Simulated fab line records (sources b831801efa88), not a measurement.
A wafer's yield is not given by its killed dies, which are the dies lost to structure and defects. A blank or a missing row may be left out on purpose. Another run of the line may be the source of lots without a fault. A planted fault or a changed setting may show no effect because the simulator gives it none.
fab line records || flow gf180mcu || part 2 of 2: steps 26 to 34 of 34
record: {"lots": 5, "wafers": 15, "lastDay": 33}
route steps=602 shown M4@461 V4@476
lots that met no fault: from a run of the same line without faults
startH: the number of hours between the record's first day and the start of the first shown wafer of the lot || waitH: hours elapsed since this lot's preceding step || " as in the row above || L1.1+2: several wafers, shown together as one row || - either no value or no given start || * or withheld: withheld || < > ~ a bound
route shown NAME@n: names a module that has steps shown in the file, with the first one's number in the route || usual: mean and standard deviation over wafers with no fault || same: alike in all rows || chamber/n: place in a boat || sites: each site's reading || _std_site: standard deviation across them || _edge_site: the outer-site mean with the inner-site mean subtracted || radiusMm: how far each site lies from the wafer's centre || mask NAME#n: copy n || behind: the most recent tool/chamber to have shaped the wafer || hold: why the lot went on hold/how many hours it stayed there/how the hold came to an end || device: transistor that didn't switch, given as n, p or np || end of line: the tests these same wafers got at the end of their route || where a step has no rows: the recipe by itself || killed: the dies lost at the first sort to structure and to defects; this is not the yield of the wafer || map: per-die view of a wafer (x killed, . not killed, _ where there is no die)
set.NAME: the setting as run; set.NAME@STEP: as run at that earlier step || model.NAME: the simulator's own value behind a step, which no gauge read
lots at selected steps of the route; one table per step, one row per wafer
services: the hour from which a tool's chamber was out of use, counted from the record's first day as startH (under 0 if before that day), plus the number of hours and why
== steps ==
step: GF_V4_SOFTBAKE_10
recipe: {"tempC": 130, "timeS": 60, "resist": "KrF"}
usual: {"exhaustPa": "45.1/0.84"}
{"lot.wafer": "L075.1", "tool": "lithoTrack-04", "chamber": 0, "startH": "-", "waitH": "-", "exhaustPa": 45.0}
{"lot.wafer": "L075.3", "tool": "lithoTrack-04", "chamber": 0, "startH": "-", "waitH": "-", "exhaustPa": 45.0}
{"lot.wafer": "L075.4", "tool": "lithoTrack-04", "chamber": 0, "startH": "-", "waitH": "-", "exhaustPa": 44.9}
{"lot.wafer": "L078.1", "tool": "lithoTrack-01", "chamber": 0, "startH": "-", "waitH": "-", "exhaustPa": 45.9}
{"lot.wafer": "L078.4", "tool": "lithoTrack-01", "chamber": 0, "startH": "-", "waitH": "-", "exhaustPa": 45.4}
{"lot.wafer": "L078.6", "tool": "lithoTrack-01", "chamber": 0, "startH": "-", "waitH": "-", "exhaustPa": 47.1}
{"lot.wafer": "L079.2", "tool": "lithoTrack-04", "chamber": 0, "startH": "-", "waitH": "-", "exhaustPa": 46.3}
{"lot.wafer": "L079.3", "tool": "lithoTrack-04", "chamber": 0, "startH": "-", "waitH": "-", "exhaustPa": 45.1}
{"lot.wafer": "L079.4", "tool": "lithoTrack-04", "chamber": 0, "startH": "-", "waitH": "-", "exhaustPa": 45.3}
{"lot.wafer": "L081.2", "tool": "lithoTrack-01", "chamber": 0, "startH": "-", "waitH": "-", "exhaustPa": 44.7}
{"lot.wafer": "L081.3", "tool": "lithoTrack-01", "chamber": 0, "startH": "-", "waitH": "-", "exhaustPa": 44.6}
{"lot.wafer": "L081.5", "tool": "lithoTrack-01", "chamber": 0, "startH": "-", "waitH": "-", "exhaustPa": 44.3}
{"lot.wafer": "L093.2", "tool": "lithoTrack-03", "chamber": 0, "startH": "-", "waitH": "-", "exhaustPa": 44.8}
{"lot.wafer": "L093.4", "tool": "lithoTrack-03", "chamber": 0, "startH": "-", "waitH": "-", "exhaustPa": 45.4}
{"lot.wafer": "L093.5", "tool": "lithoTrack-03", "chamber": 0, "startH": "-", "waitH": "-", "exhaustPa": 43.9}
step: GF_V4_EXPOSE_11
recipe: {"maskId": "Via4", "targetCdNm": 260, "na": 0.68, "sourceShape": "conventional", "sigmaOuter": 0.6, "doseMj": 38}
usual: {"exposureDoseMJCm2": "38.00/0.035"}
{"lot.wafer": "L075.1", "tool": "krfScanner-01", "chamber": 0, "startH": "-", "waitH": "-", "mask": "Via4#0", "exposureDoseMJCm2": 37.98}
{"lot.wafer": "L075.3", "tool": "krfScanner-01", "chamber": 0, "startH": "-", "waitH": "-", "mask": "Via4#0", "exposureDoseMJCm2": 37.99}
{"lot.wafer": "L075.4", "tool": "krfScanner-01", "chamber": 0, "startH": "-", "waitH": "-", "mask": "Via4#0", "exposureDoseMJCm2": 38.10}
{"lot.wafer": "L078.1", "tool": "krfScanner-01", "chamber": 0, "startH": "-", "waitH": "-", "mask": "Via4#0", "exposureDoseMJCm2": 37.98}
{"lot.wafer": "L078.4", "tool": "krfScanner-01", "chamber": 0, "startH": "-", "waitH": "-", "mask": "Via4#0", "exposureDoseMJCm2": 38.03}
{"lot.wafer": "L078.6", "tool": "krfScanner-01", "chamber": 0, "startH": "-", "waitH": "-", "mask": "Via4#0", "exposureDoseMJCm2": 37.99}
{"lot.wafer": "L079.2", "tool": "krfScanner-02", "chamber": 0, "startH": "-", "waitH": "-", "mask": "Via4#0", "exposureDoseMJCm2": 38.03}
{"lot.wafer": "L079.3", "tool": "krfScanner-02", "chamber": 0, "startH": "-", "waitH": "-", "mask": "Via4#0", "exposureDoseMJCm2": 38.01}
{"lot.wafer": "L079.4", "tool": "krfScanner-02", "chamber": 0, "startH": "-", "waitH": "-", "mask": "Via4#0", "exposureDoseMJCm2": 37.99}
{"lot.wafer": "L081.2", "tool": "krfScanner-01", "chamber": 0, "startH": "-", "waitH": "-", "mask": "Via4#0", "exposureDoseMJCm2": 38.00}
{"lot.wafer": "L081.3", "tool": "krfScanner-01", "chamber": 0, "startH": "-", "waitH": "-", "mask": "Via4#0", "exposureDoseMJCm2": 38.02}
{"lot.wafer": "L081.5", "tool": "krfScanner-01", "chamber": 0, "startH": "-", "waitH": "-", "mask": "Via4#0", "exposureDoseMJCm2": 37.97}
{"lot.wafer": "L093.2", "tool": "krfScanner-02", "chamber": 0, "startH": "-", "waitH": "-", "mask": "Via4#0", "exposureDoseMJCm2": 37.98}
{"lot.wafer": "L093.4", "tool": "krfScanner-02", "chamber": 0, "startH": "-", "waitH": "-", "mask": "Via4#0", "exposureDoseMJCm2": 37.95}
{"lot.wafer": "L093.5", "tool": "krfScanner-02", "chamber": 0, "startH": "-", "waitH": "-", "mask": "Via4#0", "exposureDoseMJCm2": 38.00}
step: GF_V4_PEB_12
recipe: {"pebTempC": 135, "pebTimeS": 90, "resist": "KrF"}
usual: {"exhaustPa": "45.2/0.92"}
{"lot.wafer": "L075.1", "tool": "lithoTrack-01", "chamber": 0, "startH": "-", "waitH": "-", "exhaustPa": 43.3}
{"lot.wafer": "L075.3", "tool": "lithoTrack-01", "chamber": 0, "startH": "-", "waitH": "-", "exhaustPa": 44.1}
{"lot.wafer": "L075.4", "tool": "lithoTrack-01", "chamber": 0, "startH": "-", "waitH": "-", "exhaustPa": 44.1}
{"lot.wafer": "L078.1", "tool": "lithoTrack-03", "chamber": 0, "startH": "-", "waitH": "-", "exhaustPa": 46.4}
{"lot.wafer": "L078.4", "tool": "lithoTrack-03", "chamber": 0, "startH": "-", "waitH": "-", "exhaustPa": 45.6}
{"lot.wafer": "L078.6", "tool": "lithoTrack-03", "chamber": 0, "startH": "-", "waitH": "-", "exhaustPa": 46.3}
{"lot.wafer": "L079.2", "tool": "lithoTrack-01", "chamber": 0, "startH": "-", "waitH": "-", "exhaustPa": 45.1}
{"lot.wafer": "L079.3", "tool": "lithoTrack-01", "chamber": 0, "startH": "-", "waitH": "-", "exhaustPa": 44.3}
{"lot.wafer": "L079.4", "tool": "lithoTrack-01", "chamber": 0, "startH": "-", "waitH": "-", "exhaustPa": 45.5}
{"lot.wafer": "L081.2", "tool": "lithoTrack-01", "chamber": 0, "startH": "-", "waitH": "-", "exhaustPa": 48.4}
{"lot.wafer": "L081.3", "tool": "lithoTrack-01", "chamber": 0, "startH": "-", "waitH": "-", "exhaustPa": 46.4}
{"lot.wafer": "L081.5", "tool": "lithoTrack-01", "chamber": 0, "startH": "-", "waitH": "-", "exhaustPa": 47.3}
{"lot.wafer": "L093.2", "tool": "lithoTrack-01", "chamber": 0, "startH": "-", "waitH": "-", "exhaustPa": 45.2}
{"lot.wafer": "L093.4", "tool": "lithoTrack-01", "chamber": 0, "startH": "-", "waitH": "-", "exhaustPa": 44.9}
{"lot.wafer": "L093.5", "tool": "lithoTrack-01", "chamber": 0, "startH": "-", "waitH": "-", "exhaustPa": 44.7}
step: GF_V4_DEVELOP_13
recipe: {"developTimeS": 60, "resist": "KrF", "devTempC": 21}
usual: {"exhaustPa": "44.8/0.88"}
{"lot.wafer": "L075.1", "tool": "lithoTrack-01", "chamber": 0, "startH": 575.04, "waitH": 0.2, "exhaustPa": 44.7}
{"lot.wafer": "L075.3", "tool": "lithoTrack-01", "chamber": 0, "startH": 575.04, "waitH": 0.2, "exhaustPa": 45.3}
{"lot.wafer": "L075.4", "tool": "lithoTrack-01", "chamber": 0, "startH": 575.04, "waitH": 0.2, "exhaustPa": 45.0}
{"lot.wafer": "L078.1", "tool": "lithoTrack-03", "chamber": 0, "startH": 607.05, "waitH": 0.2, "exhaustPa": 45.7}
{"lot.wafer": "L078.4", "tool": "lithoTrack-03", "chamber": 0, "startH": 607.05, "waitH": 0.2, "exhaustPa": 45.5}
{"lot.wafer": "L078.6", "tool": "lithoTrack-03", "chamber": 0, "startH": 607.05, "waitH": 0.2, "exhaustPa": 45.8}
{"lot.wafer": "L079.2", "tool": "lithoTrack-01", "chamber": 0, "startH": 612.11, "waitH": 0.2, "exhaustPa": 44.6}
{"lot.wafer": "L079.3", "tool": "lithoTrack-01", "chamber": 0, "startH": 612.11, "waitH": 0.2, "exhaustPa": 44.1}
{"lot.wafer": "L079.4", "tool": "lithoTrack-01", "chamber": 0, "startH": 612.11, "waitH": 0.2, "exhaustPa": 45.0}
{"lot.wafer": "L081.2", "tool": "lithoTrack-01", "chamber": 0, "startH": 624.01, "waitH": 0.2, "exhaustPa": 45.6}
{"lot.wafer": "L081.3", "tool": "lithoTrack-01", "chamber": 0, "startH": 624.01, "waitH": 0.2, "exhaustPa": 44.1}
{"lot.wafer": "L081.5", "tool": "lithoTrack-01", "chamber": 0, "startH": 624.01, "waitH": 0.2, "exhaustPa": 44.0}
{"lot.wafer": "L093.2", "tool": "lithoTrack-01", "chamber": 0, "startH": 711.31, "waitH": 0.2, "exhaustPa": 44.1}
{"lot.wafer": "L093.4", "tool": "lithoTrack-01", "chamber": 0, "startH": 711.31, "waitH": 0.2, "exhaustPa": 44.1}
{"lot.wafer": "L093.5", "tool": "lithoTrack-01", "chamber": 0, "startH": 711.31, "waitH": 0.2, "exhaustPa": 43.1}
step: GF_V4_CD_MEAS_14
recipe: {"targetCdNm": 260}
usual: {"cdNm": "259.7/0.94"}
{"lot.wafer": "L075.1", "tool": "cdSem-02", "chamber": "-", "startH": 575.19, "waitH": 0.1, "cdNm": 258.9}
{"lot.wafer": "L075.3", "tool": "cdSem-02", "chamber": "-", "startH": 575.19, "waitH": 0.1, "cdNm": 259.1}
{"lot.wafer": "L075.4", "tool": "cdSem-02", "chamber": "-", "startH": 575.19, "waitH": 0.1, "cdNm": 258.8}
{"lot.wafer": "L078.1", "tool": "cdSem-01", "chamber": "-", "startH": 607.20, "waitH": 0.1, "cdNm": 258.1}
{"lot.wafer": "L078.4", "tool": "cdSem-01", "chamber": "-", "startH": 607.20, "waitH": 0.1, "cdNm": 258.8}
{"lot.wafer": "L078.6", "tool": "cdSem-01", "chamber": "-", "startH": 607.20, "waitH": 0.1, "cdNm": 258.1}
{"lot.wafer": "L079.2", "tool": "cdSem-01", "chamber": "-", "startH": 612.26, "waitH": 0.1, "cdNm": 260.9}
{"lot.wafer": "L079.3", "tool": "cdSem-01", "chamber": "-", "startH": 612.26, "waitH": 0.1, "cdNm": 260.2}
{"lot.wafer": "L079.4", "tool": "cdSem-01", "chamber": "-", "startH": 612.26, "waitH": 0.1, "cdNm": 261.1}
{"lot.wafer": "L081.2", "tool": "cdSem-01", "chamber": "-", "startH": 624.16, "waitH": 0.1, "cdNm": 260.3}
{"lot.wafer": "L081.3", "tool": "cdSem-01", "chamber": "-", "startH": 624.16, "waitH": 0.1, "cdNm": 258.4}
{"lot.wafer": "L081.5", "tool": "cdSem-01", "chamber": "-", "startH": 624.16, "waitH": 0.1, "cdNm": 259.8}
{"lot.wafer": "L093.2", "tool": "cdSem-01", "chamber": "-", "startH": 711.46, "waitH": 0.1, "cdNm": 258.6}
{"lot.wafer": "L093.4", "tool": "cdSem-01", "chamber": "-", "startH": 711.46, "waitH": 0.1, "cdNm": 260.8}
{"lot.wafer": "L093.5", "tool": "cdSem-01", "chamber": "-", "startH": 711.46, "waitH": 0.1, "cdNm": 259.3}
step: GF_V4_OVL_MEAS_15
usual: {"V4_OVL": "1/4.8"}
{"lot.wafer": "L075.1", "tool": "overlay-02", "chamber": "-", "startH": 575.31, "waitH": 0.1, "V4_OVL[nm]": 3}
{"lot.wafer": "L075.3", "tool": "overlay-02", "chamber": "-", "startH": 575.31, "waitH": 0.1, "V4_OVL[nm]": -5}
{"lot.wafer": "L075.4", "tool": "overlay-02", "chamber": "-", "startH": 575.31, "waitH": 0.1, "V4_OVL[nm]": 6}
{"lot.wafer": "L078.1", "tool": "overlay-01", "chamber": "-", "startH": 607.32, "waitH": 0.1, "V4_OVL[nm]": 3}
{"lot.wafer": "L078.4", "tool": "overlay-01", "chamber": "-", "startH": 607.32, "waitH": 0.1, "V4_OVL[nm]": 10}
{"lot.wafer": "L078.6", "tool": "overlay-01", "chamber": "-", "startH": 607.32, "waitH": 0.1, "V4_OVL[nm]": 3}
{"lot.wafer": "L079.2", "tool": "overlay-01", "chamber": "-", "startH": 612.36, "waitH": 0.1, "V4_OVL[nm]": 8}
{"lot.wafer": "L079.3", "tool": "overlay-01", "chamber": "-", "startH": 612.36, "waitH": 0.1, "V4_OVL[nm]": 7}
{"lot.wafer": "L079.4", "tool": "overlay-01", "chamber": "-", "startH": 612.36, "waitH": 0.1, "V4_OVL[nm]": 2}
{"lot.wafer": "L081.2", "tool": "overlay-01", "chamber": "-", "startH": 624.26, "waitH": 0.1, "V4_OVL[nm]": 7}
{"lot.wafer": "L081.3", "tool": "overlay-01", "chamber": "-", "startH": 624.26, "waitH": 0.1, "V4_OVL[nm]": -1}
{"lot.wafer": "L081.5", "tool": "overlay-01", "chamber": "-", "startH": 624.26, "waitH": 0.1, "V4_OVL[nm]": -2}
{"lot.wafer": "L093.2", "tool": "overlay-01", "chamber": "-", "startH": 711.56, "waitH": 0.1, "V4_OVL[nm]": 14}
{"lot.wafer": "L093.4", "tool": "overlay-01", "chamber": "-", "startH": 711.56, "waitH": 0.1, "V4_OVL[nm]": 6}
{"lot.wafer": "L093.5", "tool": "overlay-01", "chamber": "-", "startH": 711.56, "waitH": 0.1, "V4_OVL[nm]": 8}
step: GF_V4_ETCH_16
recipe: {"chemistry": "N2/H2", "targetDepthA": "withheld", "overetchA": "withheld", "timeS": "withheld", "target": "BARC", "ionEnergyEv": 200, "sourceW": 500, "biasW": 100, "pressureMtorr": 30, "n2FlowSccm": 100, "h2FlowSccm": 200}
usual: {"biasW": "100.0/0.3", "drypumpMotorCurrentA": "5.5/0.44", "oesProductAu": "0.855/0.0048", "throttleValvePct": "13.225/0.009"}
{"lot.wafer": "L075.1", "tool": "rieDiel-02", "chamber": 1, "startH": 575.34, "waitH": 0.0, "biasW": 99.6, "drypumpMotorCurrentA": 5.0, "oesProductAu": 0.861, "throttleValvePct": 13.228}
{"lot.wafer": "L075.3", "tool": "rieDiel-02", "chamber": 3, "startH": 575.34, "waitH": 0.0, "biasW": 99.9, "drypumpMotorCurrentA": 4.7, "oesProductAu": 0.863, "throttleValvePct": 13.243}
{"lot.wafer": "L075.4", "tool": "rieDiel-02", "chamber": 0, "startH": 575.34, "waitH": 0.0, "biasW": 100.5, "drypumpMotorCurrentA": 5.5, "oesProductAu": 0.859, "throttleValvePct": 13.214}
{"lot.wafer": "L078.1", "tool": "rieDiel-04", "chamber": 0, "startH": 607.35, "waitH": 0.0, "biasW": 99.8, "drypumpMotorCurrentA": 5.4, "oesProductAu": 0.856, "throttleValvePct": 13.230}
{"lot.wafer": "L078.4", "tool": "rieDiel-04", "chamber": 2, "startH": 607.35, "waitH": 0.0, "biasW": 99.9, "drypumpMotorCurrentA": 5.8, "oesProductAu": 0.850, "throttleValvePct": 13.224}
{"lot.wafer": "L078.6", "tool": "rieDiel-04", "chamber": 2, "startH": 607.35, "waitH": 0.0, "biasW": 100.0, "drypumpMotorCurrentA": 5.8, "oesProductAu": 0.855, "throttleValvePct": 13.236}
{"lot.wafer": "L079.2", "tool": "rieDiel-02", "chamber": 2, "startH": 612.39, "waitH": 0.0, "biasW": 100.3, "drypumpMotorCurrentA": 5.1, "oesProductAu": 0.857, "throttleValvePct": 13.238}
{"lot.wafer": "L079.3", "tool": "rieDiel-02", "chamber": 1, "startH": 612.39, "waitH": 0.0, "biasW": 100.2, "drypumpMotorCurrentA": 5.0, "oesProductAu": 0.864, "throttleValvePct": 13.226}
{"lot.wafer": "L079.4", "tool": "rieDiel-02", "chamber": 0, "startH": 612.39, "waitH": 0.0, "biasW": 99.7, "drypumpMotorCurrentA": 5.6, "oesProductAu": 0.847, "throttleValvePct": 13.242}
{"lot.wafer": "L081.2", "tool": "rieDiel-02", "chamber": 2, "startH": 624.29, "waitH": 0.0, "biasW": 99.2, "drypumpMotorCurrentA": 5.1, "oesProductAu": 0.850, "throttleValvePct": 13.218}
{"lot.wafer": "L081.3", "tool": "rieDiel-02", "chamber": 0, "startH": 624.29, "waitH": 0.0, "biasW": 99.6, "drypumpMotorCurrentA": 5.5, "oesProductAu": 0.851, "throttleValvePct": 13.229}
{"lot.wafer": "L081.5", "tool": "rieDiel-02", "chamber": 0, "startH": 624.29, "waitH": 0.0, "biasW": 100.1, "drypumpMotorCurrentA": 5.6, "oesProductAu": 0.860, "throttleValvePct": 13.219}
{"lot.wafer": "L093.2", "tool": "rieDiel-02", "chamber": 2, "startH": 711.59, "waitH": 0.0, "biasW": 100.1, "drypumpMotorCurrentA": 5.1, "oesProductAu": 0.850, "throttleValvePct": 13.221}
{"lot.wafer": "L093.4", "tool": "rieDiel-02", "chamber": 0, "startH": 711.59, "waitH": 0.0, "biasW": 99.8, "drypumpMotorCurrentA": 5.5, "oesProductAu": 0.860, "throttleValvePct": 13.233}
{"lot.wafer": "L093.5", "tool": "rieDiel-02", "chamber": 0, "startH": 711.59, "waitH": 0.0, "biasW": 100.0, "drypumpMotorCurrentA": 5.5, "oesProductAu": 0.852, "throttleValvePct": 13.245}
step: GF_V4_ETCH_17
recipe: {"chemistry": "C4F8/O2/Ar", "maskMaterial": "KrF", "target": "SiO2", "stopOn": "TiN", "sourceW": 1500, "biasW": 1200, "pressureMtorr": 40, "c4f8FlowSccm": "withheld", "O2_flow_sccm": 6, "Ar_flow_sccm": 300, "timeS": "withheld", "targetDepthA": 6300}
usual: {"biasW": "1200/3.8", "oesProductAu": "0.855/0.0042"}
{"lot.wafer": "L075.1", "tool": "rieDiel-02", "chamber": 1, "startH": "-", "waitH": "-", "biasW": 1205, "oesProductAu": 0.851}
{"lot.wafer": "L075.3", "tool": "rieDiel-02", "chamber": 3, "startH": "-", "waitH": "-", "biasW": 1192, "oesProductAu": 0.858}
{"lot.wafer": "L075.4", "tool": "rieDiel-02", "chamber": 0, "startH": "-", "waitH": "-", "biasW": 1204, "oesProductAu": 0.851}
{"lot.wafer": "L078.1", "tool": "rieDiel-04", "chamber": 0, "startH": "-", "waitH": "-", "biasW": 1207, "oesProductAu": 0.855}
{"lot.wafer": "L078.4", "tool": "rieDiel-04", "chamber": 2, "startH": "-", "waitH": "-", "biasW": 1202, "oesProductAu": 0.853}
{"lot.wafer": "L078.6", "tool": "rieDiel-04", "chamber": 2, "startH": "-", "waitH": "-", "biasW": 1199, "oesProductAu": 0.859}
{"lot.wafer": "L079.2", "tool": "rieDiel-02", "chamber": 2, "startH": "-", "waitH": "-", "biasW": 1203, "oesProductAu": 0.852}
{"lot.wafer": "L079.3", "tool": "rieDiel-02", "chamber": 1, "startH": "-", "waitH": "-", "biasW": 1200, "oesProductAu": 0.852}
{"lot.wafer": "L079.4", "tool": "rieDiel-02", "chamber": 0, "startH": "-", "waitH": "-", "biasW": 1202, "oesProductAu": 0.856}
{"lot.wafer": "L081.2", "tool": "rieDiel-02", "chamber": 2, "startH": "-", "waitH": "-", "biasW": 1203, "oesProductAu": 0.852}
{"lot.wafer": "L081.3", "tool": "rieDiel-02", "chamber": 0, "startH": "-", "waitH": "-", "biasW": 1201, "oesProductAu": 0.853}
{"lot.wafer": "L081.5", "tool": "rieDiel-02", "chamber": 0, "startH": "-", "waitH": "-", "biasW": 1201, "oesProductAu": 0.858}
{"lot.wafer": "L093.2", "tool": "rieDiel-02", "chamber": 2, "startH": "-", "waitH": "-", "biasW": 1200, "oesProductAu": 0.857}
{"lot.wafer": "L093.4", "tool": "rieDiel-02", "chamber": 0, "startH": "-", "waitH": "-", "biasW": 1200, "oesProductAu": 0.858}
{"lot.wafer": "L093.5", "tool": "rieDiel-02", "chamber": 0, "startH": "-", "waitH": "-", "biasW": 1201, "oesProductAu": 0.855}
step: GF_V4_STRIP_18
recipe: {"chemistry": "O2/N2", "powerW": 1400, "pressureMtorr": 1500, "platenTempC": 250, "o2FlowSccm": 3000, "n2FlowSccm": 300, "overashFraction": 0.5}
usual: {"drypumpMotorCurrentA": "5.6/0.49", "heaterPowerW": "315/28", "oesProductAu": "0.593/0.0054"}
{"lot.wafer": "L075.1", "tool": "plasmaAsher-04", "chamber": 1, "startH": 575.47, "waitH": "-", "drypumpMotorCurrentA": 6.6, "heaterPowerW": 363, "oesProductAu": 0.588, "rfHoursCounterH": 16}
{"lot.wafer": "L075.3", "tool": "plasmaAsher-04", "chamber": 1, "startH": 575.47, "waitH": "-", "drypumpMotorCurrentA": 6.6, "heaterPowerW": 364, "oesProductAu": 0.592, "rfHoursCounterH": "-"}
{"lot.wafer": "L075.4", "tool": "plasmaAsher-04", "chamber": 0, "startH": 575.47, "waitH": "-", "drypumpMotorCurrentA": 5.1, "heaterPowerW": 311, "oesProductAu": 0.595, "rfHoursCounterH": "-"}
{"lot.wafer": "L078.1", "tool": "plasmaAsher-03", "chamber": 0, "startH": 607.48, "waitH": "-", "drypumpMotorCurrentA": 6.0, "heaterPowerW": 329, "oesProductAu": 0.588, "rfHoursCounterH": 98}
{"lot.wafer": "L078.4", "tool": "plasmaAsher-03", "chamber": 0, "startH": 607.48, "waitH": "-", "drypumpMotorCurrentA": 6.0, "heaterPowerW": 322, "oesProductAu": 0.596, "rfHoursCounterH": "-"}
{"lot.wafer": "L078.6", "tool": "plasmaAsher-03", "chamber": 0, "startH": 607.48, "waitH": "-", "drypumpMotorCurrentA": 6.0, "heaterPowerW": 313, "oesProductAu": 0.583, "rfHoursCounterH": "-"}
{"lot.wafer": "L079.2", "tool": "plasmaAsher-01", "chamber": 1, "startH": 612.52, "waitH": "-", "drypumpMotorCurrentA": 5.3, "heaterPowerW": 316, "oesProductAu": 0.588, "rfHoursCounterH": 45}
{"lot.wafer": "L079.3", "tool": "plasmaAsher-01", "chamber": 1, "startH": 612.52, "waitH": "-", "drypumpMotorCurrentA": 5.3, "heaterPowerW": 329, "oesProductAu": 0.601, "rfHoursCounterH": "-"}
{"lot.wafer": "L079.4", "tool": "plasmaAsher-01", "chamber": 0, "startH": 612.52, "waitH": "-", "drypumpMotorCurrentA": 5.2, "heaterPowerW": 322, "oesProductAu": 0.589, "rfHoursCounterH": "-"}
{"lot.wafer": "L081.2", "tool": "plasmaAsher-03", "chamber": 0, "startH": 624.42, "waitH": "-", "drypumpMotorCurrentA": 6.0, "heaterPowerW": 322, "oesProductAu": 0.588, "rfHoursCounterH": 100}
{"lot.wafer": "L081.3", "tool": "plasmaAsher-03", "chamber": 0, "startH": 624.42, "waitH": "-", "drypumpMotorCurrentA": 6.0, "heaterPowerW": 319, "oesProductAu": 0.594, "rfHoursCounterH": "-"}
{"lot.wafer": "L081.5", "tool": "plasmaAsher-03", "chamber": 1, "startH": 624.42, "waitH": "-", "drypumpMotorCurrentA": 5.8, "heaterPowerW": 261, "oesProductAu": 0.598, "rfHoursCounterH": "-"}
{"lot.wafer": "L093.2", "tool": "plasmaAsher-01", "chamber": 0, "startH": 711.72, "waitH": "-", "drypumpMotorCurrentA": 5.2, "heaterPowerW": 314, "oesProductAu": 0.588, "rfHoursCounterH": 57}
{"lot.wafer": "L093.4", "tool": "plasmaAsher-01", "chamber": 1, "startH": 711.72, "waitH": "-", "drypumpMotorCurrentA": 5.3, "heaterPowerW": 313, "oesProductAu": 0.598, "rfHoursCounterH": "-"}
{"lot.wafer": "L093.5", "tool": "plasmaAsher-01", "chamber": 0, "startH": 711.72, "waitH": "-", "drypumpMotorCurrentA": 5.2, "heaterPowerW": 310, "oesProductAu": 0.589, "rfHoursCounterH": "-"}
== services ==
{"tool": "hdpcvd-02", "chamber": "-", "startH": 529.68, "hours": 1.8, "kind": "repair"}
{"tool": "krfScanner-01", "chamber": "-", "startH": 532.22, "hours": 0.8, "kind": "pm"}
{"tool": "hdpcvd-02", "chamber": "-", "startH": 539.25, "hours": 15.0, "kind": "pm"}
{"tool": "cmp-02", "chamber": "-", "startH": 558.62, "hours": 5.4, "kind": "pm"}
{"tool": "krfScanner-01", "chamber": "-", "startH": 563.27, "hours": 1.0, "kind": "pm"}
{"tool": "pecvd-04", "chamber": 0, "startH": 563.64, "hours": 8.4, "kind": "repair"}
{"tool": "krfScanner-02", "chamber": "-", "startH": 566.72, "hours": 1.3, "kind": "pm"}
{"tool": "krfScanner-02", "chamber": "-", "startH": 576.64, "hours": 0.1, "kind": "repair"}
{"tool": "krfScanner-02", "chamber": "-", "startH": 579.28, "hours": 0.8, "kind": "pm"}
{"tool": "hdpcvd-02", "chamber": 2, "startH": 590.88, "hours": 27.6, "kind": "repair"}
{"tool": "plasmaAsher-03", "chamber": "-", "startH": 592.38, "hours": 2.2, "kind": "repair"}
{"tool": "rieDiel-02", "chamber": 2, "startH": 594.37, "hours": 5.1, "kind": "repair"}
{"tool": "krfScanner-02", "chamber": "-", "startH": 603.87, "hours": 11.6, "kind": "pm"}
{"tool": "krfScanner-02", "chamber": "-", "startH": 615.42, "hours": 4.4, "kind": "pm"}
{"tool": "krfScanner-02", "chamber": "-", "startH": 619.79, "hours": 1.0, "kind": "pm"}
{"tool": "krfScanner-02", "chamber": "-", "startH": 620.79, "hours": 0.8, "kind": "pm"}
{"tool": "rieDiel-02", "chamber": 3, "startH": 652.02, "hours": 2.3, "kind": "repair"}
{"tool": "krfScanner-01", "chamber": "-", "startH": 652.39, "hours": 1.3, "kind": "pm"}
{"tool": "rieDiel-02", "chamber": 2, "startH": 658.72, "hours": 46.2, "kind": "repair"}
{"tool": "krfScanner-02", "chamber": "-", "startH": 663.77, "hours": 4.0, "kind": "pm"}
{"tool": "hdpcvd-02", "chamber": "-", "startH": 667.17, "hours": 2.0, "kind": "repair"}
{"tool": "cmp-02", "chamber": "-", "startH": 686.86, "hours": 4.5, "kind": "repair"}
{"tool": "krfScanner-01", "chamber": "-", "startH": 691.80, "hours": 4.4, "kind": "pm"}
{"tool": "krfScanner-01", "chamber": "-", "startH": 701.02, "hours": 0.8, "kind": "pm"}
